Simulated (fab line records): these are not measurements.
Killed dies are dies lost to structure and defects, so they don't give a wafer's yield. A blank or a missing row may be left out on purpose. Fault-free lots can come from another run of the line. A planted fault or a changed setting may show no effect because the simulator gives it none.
Which tool is to blame? || flow gf180mcu || Sampling: 12 lots, 36 wafers, 6 of 602 route steps

## WHAT THE GAUGES SHOWED, per wafer
GF_LVPWELL_TW_MEAS_11.
{"lot": "L819", "measured": "day 4 02:47", "on": "filmMetro-04", "LVPWELL_TW": "570 567 564"}
{"lot": "L820", "measured": "day 4 07:07", "on": "filmMetro-04", "LVPWELL_TW": "569 569 567"}
{"lot": "L821", "measured": "day 4 14:31", "on": "filmMetro-03", "LVPWELL_TW": "561 563 561"}
{"lot": "L824", "measured": "day 5 07:10", "on": "filmMetro-03", "LVPWELL_TW": "556 560 557"}
{"lot": "L829", "measured": "day 6 11:35", "on": "filmMetro-02", "LVPWELL_TW": "559 559 559"}
{"lot": "L830", "measured": "day 6 17:20", "on": "filmMetro-03", "LVPWELL_TW": "560 560 561"}
{"lot": "L831", "measured": "day 7 00:29", "on": "filmMetro-02", "LVPWELL_TW": "537 537 537"}
{"lot": "L832", "measured": "day 7 05:31", "on": "filmMetro-04", "LVPWELL_TW": "547 549 546"}
{"lot": "L833", "measured": "day 7 09:49", "on": "filmMetro-04", "LVPWELL_TW": "569 567 570"}
{"lot": "L834", "measured": "day 7 15:25", "on": "filmMetro-03", "LVPWELL_TW": "561 560 562"}
{"lot": "L838", "measured": "day 8 13:27", "on": "filmMetro-02", "LVPWELL_TW": "559 560 559"}
{"lot": "L840", "measured": "day 9 01:01", "on": "filmMetro-04", "LVPWELL_TW": "574 570 571"}

GF_VT_IMPLANT_OVL_MEAS_18.
{"lot": "L819", "measured": "day 6 12:14", "on": "overlay-02", "VT_IMPLANT_01_OVL (nm)": "-0.7 0.3 -0.7"}
{"lot": "L820", "measured": "day 6 17:19", "on": "overlay-01", "VT_IMPLANT_01_OVL (nm)": "-1.9 -2.2 -0.7"}
{"lot": "L821", "measured": "day 7 02:26", "on": "overlay-01", "VT_IMPLANT_01_OVL (nm)": "1.6 0.0 0.3"}
{"lot": "L824", "measured": "day 7 20:16", "on": "overlay-01", "VT_IMPLANT_01_OVL (nm)": "0.1 -0.3 -2.1"}
{"lot": "L829", "measured": "day 9 04:41", "on": "overlay-02", "VT_IMPLANT_01_OVL (nm)": "-1.4 -3.1 0.7"}
{"lot": "L830", "measured": "day 9 10:08", "on": "overlay-02", "VT_IMPLANT_01_OVL (nm)": "0.4 1.1 0.7"}
{"lot": "L831", "measured": "day 9 17:56", "on": "overlay-01", "VT_IMPLANT_01_OVL (nm)": "-1.2 -1.6 -0.8"}
{"lot": "L832", "measured": "day 10 00:05", "on": "overlay-01", "VT_IMPLANT_01_OVL (nm)": "0.8 -2.0 -0.7"}
{"lot": "L833", "measured": "day 10 05:11", "on": "overlay-01", "VT_IMPLANT_01_OVL (nm)": "0.5 -2.3 -0.2"}
{"lot": "L834", "measured": "day 10 10:35", "on": "overlay-02", "VT_IMPLANT_01_OVL (nm)": "0.0 -0.9 -0.1"}
{"lot": "L838", "measured": "day 11 11:32", "on": "overlay-01", "VT_IMPLANT_01_OVL (nm)": "-0.8 -1.3 -0.2"}
{"lot": "L840", "measured": "day 12 00:05", "on": "overlay-01", "VT_IMPLANT_01_OVL (nm)": "-0.1 0.2 0.0"}

GF_VT_IMPLANT_RS_MEAS_48: measurement is done with a four-point probe.
{"lot": "L819", "measured": "day 7 20:43", "on": "filmMetro-02", "LVPWELL_RS (ohm/sq)": "1199.3 1199.7 1202.7"}
{"lot": "L820", "measured": "day 8 01:31", "on": "filmMetro-03", "LVPWELL_RS (ohm/sq)": "1202.9 1201.2 1198.6"}
{"lot": "L821", "measured": "day 8 11:19", "on": "filmMetro-03", "LVPWELL_RS (ohm/sq)": "1195.9 1197.6 1195.4"}
{"lot": "L824", "measured": "day 9 05:49", "on": "filmMetro-03", "LVPWELL_RS (ohm/sq)": "1195.8 1196.4 1197.3"}
{"lot": "L829", "measured": "day 10 16:19", "on": "filmMetro-04", "LVPWELL_RS (ohm/sq)": "1196.3 1194.5 1194.6"}
{"lot": "L830", "measured": "day 10 22:57", "on": "filmMetro-04", "LVPWELL_RS (ohm/sq)": "1190.9 1193.0 1198.2"}
{"lot": "L831", "measured": "day 11 05:59", "on": "filmMetro-03", "LVPWELL_RS (ohm/sq)": "1349.0 1345.7 1351.9"}
{"lot": "L832", "measured": "day 11 12:34", "on": "filmMetro-04", "LVPWELL_RS (ohm/sq)": "1346.9 1348.9 1350.9"}
{"lot": "L833", "measured": "day 11 19:20", "on": "filmMetro-04", "LVPWELL_RS (ohm/sq)": "1196.4 1202.0 1197.9"}
{"lot": "L834", "measured": "day 11 23:55", "on": "filmMetro-04", "LVPWELL_RS (ohm/sq)": "1191.9 1190.4 1192.0"}
{"lot": "L838", "measured": "day 13 03:43", "on": "filmMetro-04", "LVPWELL_RS (ohm/sq)": "1192.7 1193.8 1196.8"}
{"lot": "L840", "measured": "day 13 16:43", "on": "filmMetro-04", "LVPWELL_RS (ohm/sq)": "1193.7 1194.3 1196.4"}

GF_HV_LDD_CD_MEAS_19: target cd 400 nm.
{"lot": "L819", "measured": "day 11 00:31", "on": "cdSem-02", "cdNm (nm)": "399.2 403.3 401.6"}
{"lot": "L820", "measured": "day 11 06:28", "on": "cdSem-01", "cdNm (nm)": "396.4 398.1 397.6"}
{"lot": "L821", "measured": "day 11 20:07", "on": "cdSem-02", "cdNm (nm)": "398.9 399.9 399.1"}
{"lot": "L824", "measured": "day 12 18:27", "on": "cdSem-01", "cdNm (nm)": "399.8 401.1 400.0"}
{"lot": "L829", "measured": "day 14 03:39", "on": "cdSem-01", "cdNm (nm)": "398.3 397.2 400.5"}
{"lot": "L830", "measured": "day 14 13:07", "on": "cdSem-02", "cdNm (nm)": "399.3 399.5 399.0"}
{"lot": "L831", "measured": "day 14 22:38", "on": "cdSem-02", "cdNm (nm)": "401.1 400.4 399.2"}
{"lot": "L832", "measured": "day 15 03:22", "on": "cdSem-02", "cdNm (nm)": "399.0 400.1 400.8"}
{"lot": "L833", "measured": "day 15 16:19", "on": "cdSem-02", "cdNm (nm)": "399.5 398.7 398.8"}
{"lot": "L834", "measured": "day 15 18:48", "on": "cdSem-02", "cdNm (nm)": "401.0 404.4 401.4"}
{"lot": "L838", "measured": "day 17 03:23", "on": "cdSem-01", "cdNm (nm)": "400.7 401.9 401.8"}
{"lot": "L840", "measured": "day 17 20:28", "on": "cdSem-02", "cdNm (nm)": "397.3 398.5 398.9"}

## TOOL THAT RAN EACH LOT (tool first, then ch and the chambers of the sampled wafers, then the start)
{"lot": "L819", "GF_LVPWELL_IMPLANT_09": "implanter-02 ch 0, day 4 02:32", "GF_MVSD_STRIP_10": "plasmaAsher-01 ch 0, day 4 16:14"}
{"lot": "L820", "GF_LVPWELL_IMPLANT_09": "implanter-01 ch 0, day 4 06:52", "GF_MVSD_STRIP_10": "plasmaAsher-04 ch 0,1, day 4 20:13"}
{"lot": "L821", "GF_LVPWELL_IMPLANT_09": "implanter-03 ch 0, day 4 14:16", "GF_MVSD_STRIP_10": "plasmaAsher-02 ch 0,1, day 5 05:07"}
{"lot": "L824", "GF_LVPWELL_IMPLANT_09": "implanter-02 ch 0, day 5 06:55", "GF_MVSD_STRIP_10": "plasmaAsher-04 ch 0,1, day 5 21:20"}
{"lot": "L829", "GF_LVPWELL_IMPLANT_09": "implanter-01 ch 0, day 6 11:20", "GF_MVSD_STRIP_10": "plasmaAsher-04 ch 0,1, day 7 03:19"}
{"lot": "L830", "GF_LVPWELL_IMPLANT_09": "implanter-01 ch 0, day 6 17:06", "GF_MVSD_STRIP_10": "plasmaAsher-01 ch 0,1, day 7 09:22"}
{"lot": "L831", "GF_LVPWELL_IMPLANT_09": "implanter-01 ch 0, day 7 00:14", "GF_MVSD_STRIP_10": "plasmaAsher-01 ch 0, day 7 16:22"}
{"lot": "L832", "GF_LVPWELL_IMPLANT_09": "implanter-01 ch 0, day 7 05:07", "GF_MVSD_STRIP_10": "plasmaAsher-02 ch 0,1, day 7 21:16"}
{"lot": "L833", "GF_LVPWELL_IMPLANT_09": "implanter-03 ch 0, day 7 09:36", "GF_MVSD_STRIP_10": "plasmaAsher-01 ch 0,1, day 8 02:18"}
{"lot": "L834", "GF_LVPWELL_IMPLANT_09": "implanter-03 ch 0, day 7 15:10", "GF_MVSD_STRIP_10": "plasmaAsher-01 ch 0,1, day 8 08:28"}
{"lot": "L838", "GF_LVPWELL_IMPLANT_09": "implanter-02 ch 0, day 8 13:14", "GF_MVSD_STRIP_10": "plasmaAsher-02 ch 0,1, day 9 06:21"}
{"lot": "L840", "GF_LVPWELL_IMPLANT_09": "implanter-02 ch 0, day 9 00:46", "GF_MVSD_STRIP_10": "plasmaAsher-04 ch 0,1, day 9 18:37"}
- GF_LVPWELL_IMPLANT_09
- GF_MVSD_STRIP_10: strips in O2/N2.

## AS READ BY THE TOOLS THEMSELVES (means over the sampled wafers that have a number; for cases with no such wafer, the mark the record gives instead)
GF_LVPWELL_IMPLANT_09.
{"lot": "L819", "tool": "implanter-02", "doseIonsCm2": 5.000e+12, "faradayCurrentUA": 28.3}
{"lot": "L820", "tool": "implanter-01", "doseIonsCm2": 4.997e+12, "faradayCurrentUA": 29.1}
{"lot": "L821", "tool": "implanter-03", "doseIonsCm2": 5.003e+12, "faradayCurrentUA": 28.3}
{"lot": "L824", "tool": "implanter-02", "doseIonsCm2": 5.004e+12, "faradayCurrentUA": 27.9}
{"lot": "L829", "tool": "implanter-01", "doseIonsCm2": 4.994e+12, "faradayCurrentUA": 28.2}
{"lot": "L830", "tool": "implanter-01", "doseIonsCm2": 4.996e+12, "faradayCurrentUA": 28.4}
{"lot": "L831", "tool": "implanter-01", "doseIonsCm2": 2.184e+12, "faradayCurrentUA": 12.3}
{"lot": "L832", "tool": "implanter-01", "doseIonsCm2": 2.176e+12, "faradayCurrentUA": 12.3}
{"lot": "L833", "tool": "implanter-03", "doseIonsCm2": 5.003e+12, "faradayCurrentUA": 28.3}
{"lot": "L834", "tool": "implanter-03", "doseIonsCm2": 5.002e+12, "faradayCurrentUA": 28.1}
{"lot": "L838", "tool": "implanter-02", "doseIonsCm2": 5.004e+12, "faradayCurrentUA": 27.8}
{"lot": "L840", "tool": "implanter-02", "doseIonsCm2": 4.998e+12, "faradayCurrentUA": 28.6}

GF_MVSD_STRIP_10.
{"lot": "L819", "tool": "plasmaAsher-01", "drypumpMotorCurrentA (A)": 6.6, "heaterPowerW (W)": 304, "oesProductAu (a.u.)": 0.722, "stripTimeToEndpointS (s)": 37.05}
{"lot": "L820", "tool": "plasmaAsher-04", "drypumpMotorCurrentA (A)": 5.0, "heaterPowerW (W)": 320, "oesProductAu (a.u.)": 0.726, "stripTimeToEndpointS (s)": 37.03}
{"lot": "L821", "tool": "plasmaAsher-02", "drypumpMotorCurrentA (A)": 5.6, "heaterPowerW (W)": 264, "oesProductAu (a.u.)": 0.721, "stripTimeToEndpointS (s)": 36.98}
{"lot": "L824", "tool": "plasmaAsher-04", "drypumpMotorCurrentA (A)": 5.0, "heaterPowerW (W)": 320, "oesProductAu (a.u.)": 0.721, "stripTimeToEndpointS (s)": 37.13}
{"lot": "L829", "tool": "plasmaAsher-04", "drypumpMotorCurrentA (A)": 5.1, "heaterPowerW (W)": 320, "oesProductAu (a.u.)": 0.725, "stripTimeToEndpointS (s)": 37.21}
{"lot": "L830", "tool": "plasmaAsher-01", "drypumpMotorCurrentA (A)": 5.7, "heaterPowerW (W)": 322, "oesProductAu (a.u.)": 0.723, "stripTimeToEndpointS (s)": 37.14}
{"lot": "L831", "tool": "plasmaAsher-01", "drypumpMotorCurrentA (A)": 6.6, "heaterPowerW (W)": 310, "oesProductAu (a.u.)": 0.722, "stripTimeToEndpointS (s)": 37.13}
{"lot": "L832", "tool": "plasmaAsher-02", "drypumpMotorCurrentA (A)": 5.4, "heaterPowerW (W)": 295, "oesProductAu (a.u.)": 0.723, "stripTimeToEndpointS (s)": 37.04}
{"lot": "L833", "tool": "plasmaAsher-01", "drypumpMotorCurrentA (A)": 6.2, "heaterPowerW (W)": 321, "oesProductAu (a.u.)": 0.727, "stripTimeToEndpointS (s)": 37.12}
{"lot": "L834", "tool": "plasmaAsher-01", "drypumpMotorCurrentA (A)": 5.7, "heaterPowerW (W)": 324, "oesProductAu (a.u.)": 0.725, "stripTimeToEndpointS (s)": 36.87}
{"lot": "L838", "tool": "plasmaAsher-02", "drypumpMotorCurrentA (A)": 5.4, "heaterPowerW (W)": 295, "oesProductAu (a.u.)": 0.726, "stripTimeToEndpointS (s)": 37.03}
{"lot": "L840", "tool": "plasmaAsher-04", "drypumpMotorCurrentA (A)": 5.0, "heaterPowerW (W)": 328, "oesProductAu (a.u.)": 0.727, "stripTimeToEndpointS (s)": 37.08}

## THE ANSWER, worked out from the rows above alone
Rule: what is usual is taken from the lots themselves. Put in order of their means at a reading, lots are off if they are a third of the lots or fewer, leave a main group of 4 or more, and stand apart from it by a gap of 3 or more times the standard deviation of the main group's means; of several such gaps the widest counts. The tables above print the reading to a certain number of digits; a main group whose means all agree to those digits is not used. Also off: a lot with no number at a reading for which 4 or more lots have one. Any other lot the step has rows for is counted as sound. The gauges are gone through in route order, then the tools' own readings, and for those a lot's mean is taken as printed above. At the first step where some lot is off, the reading lying furthest off is the one used; lots without a number count as furthest.
Off: L831, L832, seen at GF_VT_IMPLANT_RS_MEAS_48 (LVPWELL_RS). Mean 1196.3 ohm/sq and standard deviation 2.9 in the main group.
If a tool, at a process step before that reading, ran all the lots that are off and no sound lot after the first of them, it fits. The gauges at GF_VT_IMPLANT_RS_MEAS_48 aren't tried: what is off there is off at GF_LVPWELL_IMPLANT_09 too, on other tools, and a gauge's error can't cause that. One fits: implanter-01 at GF_LVPWELL_IMPLANT_09. Its last sound lot is L830 (day 6 17:06), its first lot that is off L831 (day 7 00:14): a fault that began between those two fits.
The tool's own readings at GF_LVPWELL_IMPLANT_09 bear it out: on the lots that are off they differ by more than 5 times the standard deviation of the sound lots' means. doseIonsCm2 reads 2.180e+12 there against 5.000e+12 on the sound lots; faradayCurrentUA reads 12.3 there against 28.3 on the sound lots.

## WHAT WAS PUT IN BY THE SIMULATOR
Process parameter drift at GF_LVPWELL_IMPLANT_09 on implanter-01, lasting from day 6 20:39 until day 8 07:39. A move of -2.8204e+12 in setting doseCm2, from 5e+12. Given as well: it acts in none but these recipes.
Struck lots among those shown: L831, L832. Same finding as the rule above.
